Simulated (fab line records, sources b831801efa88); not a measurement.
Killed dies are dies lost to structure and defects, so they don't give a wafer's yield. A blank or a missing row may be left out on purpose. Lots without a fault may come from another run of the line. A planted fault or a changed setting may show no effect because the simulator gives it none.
Which tool did it? | flow gf180mcu | 11 lots, 33 wafers sampled, at 5 steps of a route of 602

WHAT THE GAUGES READ, wafer by wafer
GF_V3_THK_MEAS_01.
lot  | measured     | on            | V3_CVD_00_THK (nm)
L361 | day 21 07:05 | film_metro-01 | 606 598 608
L362 | day 21 16:25 | film_metro-03 | 601 613 600
L364 | day 22 12:24 | film_metro-02 | 600 607 603
L366 | day 23 08:03 | film_metro-02 | 608 603 608
L367 | day 23 10:18 | film_metro-02 | 615 606 611
L369 | day 24 06:04 | film_metro-01 | 601 598 606
L373 | day 25 16:28 | film_metro-03 | 610 599 599
L374 | day 25 19:23 | film_metro-01 | 621 610 607
L375 | day 26 07:16 | film_metro-01 | 609 606 590
L380 | day 27 18:47 | film_metro-01 | 598 595 613
L381 | day 28 03:54 | film_metro-02 | 602 593 596

GF_V3_RS_MEAS_24: measures by four-point-probe.
lot  | measured     | on            | V3_W_RS (ohm/sq)
L361 | day 22 08:10 | film_metro-02 | 0.3334 0.3322 0.3315
L362 | day 22 18:08 | film_metro-01 | 0.3322 0.3294 0.3329
L364 | day 23 12:28 | film_metro-02 | 0.3288 0.3290 0.3277
L366 | day 24 07:49 | film_metro-01 | 0.3282 0.3318 0.3251
L367 | day 24 10:06 | film_metro-02 | 0.3269 0.3235 0.3286
L369 | day 25 04:59 | film_metro-02 | 0.3249 0.3265 0.3287
L373 | day 26 14:24 | film_metro-01 | 0.3262 0.3244 0.3275
L374 | day 26 17:33 | film_metro-03 | 0.3333 0.3283 0.3287
L375 | day 27 05:16 | film_metro-02 | 0.3235 0.3262 0.3222
L380 | day 28 16:43 | film_metro-01 | 0.3315 0.3313 0.3303
L381 | day 29 00:30 | film_metro-02 | 0.3346 0.3289 0.3819 0.3347 0.3291 0.3822

GF_V3_THK_MEAS_25: measures by xrf.
lot  | measured     | on            | V3_W_THK (nm)
L361 | day 22 08:17 | film_metro-02 | 357 357 359
L362 | day 22 18:14 | film_metro-01 | 355 359 355
L364 | day 23 12:34 | film_metro-02 | 360 361 359
L366 | day 24 07:56 | film_metro-01 | 359 355 364
L367 | day 24 10:13 | film_metro-02 | 360 364 356
L369 | day 25 05:07 | film_metro-02 | 359 357 356
L373 | day 26 14:30 | film_metro-01 | 363 362 360
L374 | day 26 17:38 | film_metro-03 | 361 366 360
L375 | day 27 05:21 | film_metro-02 | 361 360 363
L380 | day 28 16:50 | film_metro-01 | 354 355 353
L381 | day 29 02:58 | film_metro-02 | 352 357 308 352 355 307

WHICH TOOL RAN EACH LOT (tool, then ch and the chambers of the sampled wafers, then the start)
lot  | GF_M3_METAL_ETCH_16               | GF_V3_CVD_23
L361 | rie_metal-04 ch 1, day 21 06:14   | cvd_w-01 ch 0,1, day 22 08:04
L362 | rie_metal-04 ch 0,1, day 21 15:12 | cvd_w-01 ch 0,1, day 22 17:53
L364 | rie_metal-03 ch 0,1, day 22 11:39 | cvd_w-02 ch 1, day 23 12:20
L366 | rie_metal-01 ch 0,1, day 23 07:19 | cvd_w-02 ch 0,1, day 24 07:42
L367 | rie_metal-01 ch 0,1, day 23 09:34 | cvd_w-01 ch 0,1, day 24 09:59
L369 | rie_metal-03 ch 0,1, day 24 05:20 | cvd_w-01 ch 0,1, day 25 04:52
L373 | rie_metal-01 ch 0,1, day 25 15:43 | cvd_w-02 ch 0,1, day 26 14:17
L374 | rie_metal-01 ch 0,1, day 25 18:40 | cvd_w-02 ch 1, day 26 17:23
L375 | rie_metal-01 ch 0,1, day 26 06:31 | cvd_w-01 ch 0,1, day 27 05:08
L380 | rie_metal-03 ch 0,1, day 27 17:56 | cvd_w-01 ch 0, day 28 16:36
L381 | rie_metal-01 ch 0,1, day 28 03:09 | cvd_w-02 ch 0,1, day 29 00:23
- GF_M3_METAL_ETCH_16: etches the open film in Cl2/BCl3, stops on SiO2, target depth 750.8 nm, time 125.1 s.
- GF_V3_CVD_23: deposits W, target thk 350 nm, time 104.9 s.

WHAT THE TOOLS THEMSELVES READ (means of the sampled wafers that have a number; where no wafer has one, the mark that the record gives instead)
GF_M3_METAL_ETCH_16.
lot  | tool         | drypump_motor_current_A (A) | oes_product_au (a.u.) | rf_fwd_power_W (W) | throttle_valve_pct (%)
L361 | rie_metal-04 | 5.0                         | 0.990                 | 793.1              | 28.227
L362 | rie_metal-04 | 5.8                         | 0.990                 | 792.1              | 28.228
L364 | rie_metal-03 | 5.4                         | 0.992                 | 797.5              | 28.231
L366 | rie_metal-01 | 5.2                         | 0.995                 | 797.9              | 28.218
L367 | rie_metal-01 | 5.1                         | 0.989                 | 797.8              | 28.220
L369 | rie_metal-03 | 5.4                         | 0.997                 | 793.8              | 28.220
L373 | rie_metal-01 | 5.2                         | 0.994                 | 799.2              | 28.234
L374 | rie_metal-01 | 5.2                         | 0.989                 | 796.5              | 28.223
L375 | rie_metal-01 | 5.1                         | 0.994                 | 798.8              | 28.237
L380 | rie_metal-03 | 5.7                         | 0.995                 | 793.6              | 28.229
L381 | rie_metal-01 | 5.2                         | 0.995                 | 796.2              | 28.225

GF_V3_CVD_23.
lot  | tool     | chamber_pressure_Torr (Torr) | heater_power_w (W)
L361 | cvd_w-01 | 40.05                        | 917
L362 | cvd_w-01 | 39.94                        | 906
L364 | cvd_w-02 | 40.01                        | 865
L366 | cvd_w-02 | 39.99                        | 830
L367 | cvd_w-01 | 40.02                        | 922
L369 | cvd_w-01 | 39.92                        | 939
L373 | cvd_w-02 | 40.07                        | 795
L374 | cvd_w-02 | 40.10                        | 856
L375 | cvd_w-01 | 40.03                        | 929
L380 | cvd_w-01 | 40.10                        | 921
L381 | cvd_w-02 | 36.67                        | 813

THE ANSWER, worked out from the rows above alone
Rule: what is usual is taken from the lots themselves. Put in order of their means at a reading, lots are off if they are a third of the lots or fewer, leave a main group of 4 or more, and stand apart from it by a gap of 3 or more times the standard deviation of the main group's means; of several such gaps the widest counts. A main group whose means are all the same, to the digits that the tables above print for the reading, isn't used. A lot without any number at a reading at which 4 lots or more have one is off too. The other lots that the step has rows for count as sound. The gauges are gone through in route order, then the tools' own readings, and for those a lot's mean is taken as printed above. The first step at which some lot is off is used, and at that step the reading that is off furthest; a lot without a number counts as furthest.
Off: L381, at GF_V3_RS_MEAS_24 (V3_W_RS). The main group: mean 0.3285 ohm/sq, standard deviation 0.0026.
A tool fits if, at a process step before that reading, it ran every lot that is off, and no sound lot after the first of them. The gauges at GF_V3_RS_MEAS_24 aren't tried: what is off there is off at GF_V3_CVD_23 too, on other tools, and a gauge's error can't cause that. Can't be told from this: 2 tools fit, rie_metal-01 at GF_M3_METAL_ETCH_16, cvd_w-02 at GF_V3_CVD_23.

WHAT THE SIMULATOR HAD PUT IN
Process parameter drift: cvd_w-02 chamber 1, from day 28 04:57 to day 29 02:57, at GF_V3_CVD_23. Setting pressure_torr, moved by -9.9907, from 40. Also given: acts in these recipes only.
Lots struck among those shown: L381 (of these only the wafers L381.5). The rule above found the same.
